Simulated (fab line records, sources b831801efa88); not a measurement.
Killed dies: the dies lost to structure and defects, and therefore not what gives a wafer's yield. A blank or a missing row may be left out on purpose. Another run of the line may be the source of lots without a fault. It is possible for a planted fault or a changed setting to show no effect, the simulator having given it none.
Which tool is to blame? ; flow gf180mcu ; at 1 step of a route of 602, 6 lots with 18 wafers sampled

== WHAT THE GAUGES READ, wafer by wafer ==
GF_V3_BOW_MEAS_05.
lot;measured;on;V3_BOW (um)
L596;day 22 04:59;film metro-04;107 124 117
L597;day 22 13:36;film metro-03;135 125 133
L600;day 24 01:19;film metro-04;129 120 119
L603;day 25 06:04;film metro-03;115 120 116
L605;day 25 15:13;film metro-03;125 130 135
L608;day 26 11:58;film metro-04;115 124 112

== WHICH TOOL RAN EACH LOT (tool, then ch and the chambers of the sampled wafers, then the start) ==
There is no process step in the record ahead of these readings.

== THE ANSWER, worked out from the rows above alone ==
Rule: the usual values come from the lots themselves. Put in order of their means at a reading, lots are off if they are a third of the lots or fewer, leave a main group of 4 or more, and stand apart from it by a gap of 3 or more times the standard deviation of the main group's means; of several such gaps the widest counts. Not used: any main group whose means are identical at the precision the tables above print for the reading. A lot without any number at a reading at which 4 lots or more have one is off too. The other lots that the step has rows for count as sound.
Across all readings shown, no lot is off: no conclusion can be drawn from this.

== WHAT HAD BEEN PUT IN BY THE SIMULATOR ==
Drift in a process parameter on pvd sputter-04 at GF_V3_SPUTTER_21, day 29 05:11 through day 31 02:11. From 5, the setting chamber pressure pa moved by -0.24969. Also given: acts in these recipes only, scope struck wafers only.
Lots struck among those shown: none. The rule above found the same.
